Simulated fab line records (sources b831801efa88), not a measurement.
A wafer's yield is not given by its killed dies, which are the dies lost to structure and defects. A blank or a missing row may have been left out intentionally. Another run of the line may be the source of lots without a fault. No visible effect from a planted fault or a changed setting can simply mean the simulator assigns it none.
Which tool did it?    flow sky130    31 wafers from 11 lots sampled at 4 of the route's 708 steps

## WHAT THE GAUGES READ, wafer by wafer
SKY_LI_CONTACT_RS_MEAS_22: measures by four-point-probe.
lot   measured      on            LI_CONTACT_W_RS (ohm/sq)
L442  day 29 12:25  filmMetro-04  0.273 0.288 0.282
L445  day 31 06:45  filmMetro-03  0.286 0.285 0.283
L446  day 31 07:34  filmMetro-03  0.284 0.284 0.284
L444  day 31 08:43  filmMetro-03  0.283 0.282 0.286
L449  day 32 04:38  filmMetro-04  0.282 0.284 0.283
L451  day 32 09:52  filmMetro-03  0.277 0.288 0.278
L454  day 33 11:17  filmMetro-01  0.290 0.287 0.288
L456  day 33 13:25  filmMetro-01  0.279 0.452 0.280 0.452
L458  day 33 20:17  filmMetro-04  0.286 0.476 0.287 0.476
L462  day 35 21:25  filmMetro-03  0.289 0.290 0.294
L464  day 35 23:32  filmMetro-04  0.291 0.292 0.287

## EACH LOT AND THE TOOL THAT RAN IT (in order: tool; ch and the chambers of the sampled wafers; start)
lot   SKY_LI_CONTACT_STRIP_16              SKY_LI_CONTACT_SPUTTER_19    SKY_LI_CONTACT_CVD_21
L442  plasmaAsher-04 ch 0,1, day 29 11:51  pvdSputter-04, day 29 12:08  cvdW-02 ch 0,1, day 29 12:17
L445  plasmaAsher-03 ch 0,1, day 31 06:09  pvdSputter-03, day 31 06:28  cvdW-01 ch 0,1, day 31 06:36
L446  plasmaAsher-04 ch 0,1, day 31 06:59  pvdSputter-04, day 31 07:17  cvdW-01 ch 0,1, day 31 07:26
L444  plasmaAsher-04 ch 0,1, day 31 08:08  pvdSputter-04, day 31 08:25  cvdW-01 ch 0,1, day 31 08:35
L449  plasmaAsher-03 ch 1, day 32 04:05    pvdSputter-04, day 32 04:23  cvdW-01 ch 0, day 32 04:31
L451  plasmaAsher-02 ch 0,1, day 32 09:18  pvdSputter-04, day 32 09:36  cvdW-02 ch 0,1, day 32 09:44
L454  plasmaAsher-02 ch 0, day 33 10:42    pvdSputter-04, day 33 11:00  cvdW-01 ch 0,1, day 33 11:08
L456  plasmaAsher-03 ch 1, day 33 12:50    pvdSputter-01, day 33 13:07  cvdW-02 ch 0, day 33 13:17
L458  plasmaAsher-04 ch 0, day 33 19:41    pvdSputter-01, day 33 19:59  cvdW-02 ch 1, day 33 20:08
L462  plasmaAsher-02 ch 0, day 35 20:45    pvdSputter-04, day 35 21:08  cvdW-01 ch 0,1, day 35 21:16
L464  plasmaAsher-04 ch 0,1, day 35 22:59  pvdSputter-01, day 35 23:17  cvdW-01 ch 0, day 35 23:25
- SKY_LI_CONTACT_STRIP_16: strips in O2/N2.
- SKY_LI_CONTACT_SPUTTER_19: material Ti, target thk 20 nm, time 106.37 s.
- SKY_LI_CONTACT_CVD_21: deposits W, target thk 400 nm, time 120.56 s.

## THE ANSWER, worked out from the rows above alone
Rule: what is usual is taken from the lots themselves. The widest of any qualifying gaps counts: lots, ordered by their means at a reading, are off when they make up no more than a third of the lots, leave a main group of 4 or more, and stand apart from it by 3 or more times the standard deviation of that group's means. The tables above print the reading to a certain number of digits; a main group whose means all agree to those digits is not used. A lot without any number at a reading at which 4 lots or more have one is off too. Any other lot the step has rows for is counted as sound.
Off: L456, L458, seen at SKY_LI_CONTACT_RS_MEAS_22 (LI_CONTACT_W_RS). The main group: mean 0.285 ohm/sq, standard deviation 0.0035.
If a tool, at a process step before that reading, ran all the lots that are off and no sound lot after the first of them, it fits. Gauges at SKY_LI_CONTACT_RS_MEAS_22: tried the same way as those tools. One fits: cvdW-02 at SKY_LI_CONTACT_CVD_21. A fault onset in the window from L451 (day 32 09:44, its last sound lot) to L456 (day 33 13:17, its first lot off) fits.

## WHAT THE SIMULATOR HAD PUT IN
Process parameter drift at SKY_LI_CONTACT_CVD_21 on cvdW-02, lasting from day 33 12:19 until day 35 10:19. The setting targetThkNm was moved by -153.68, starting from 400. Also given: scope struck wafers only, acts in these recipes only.
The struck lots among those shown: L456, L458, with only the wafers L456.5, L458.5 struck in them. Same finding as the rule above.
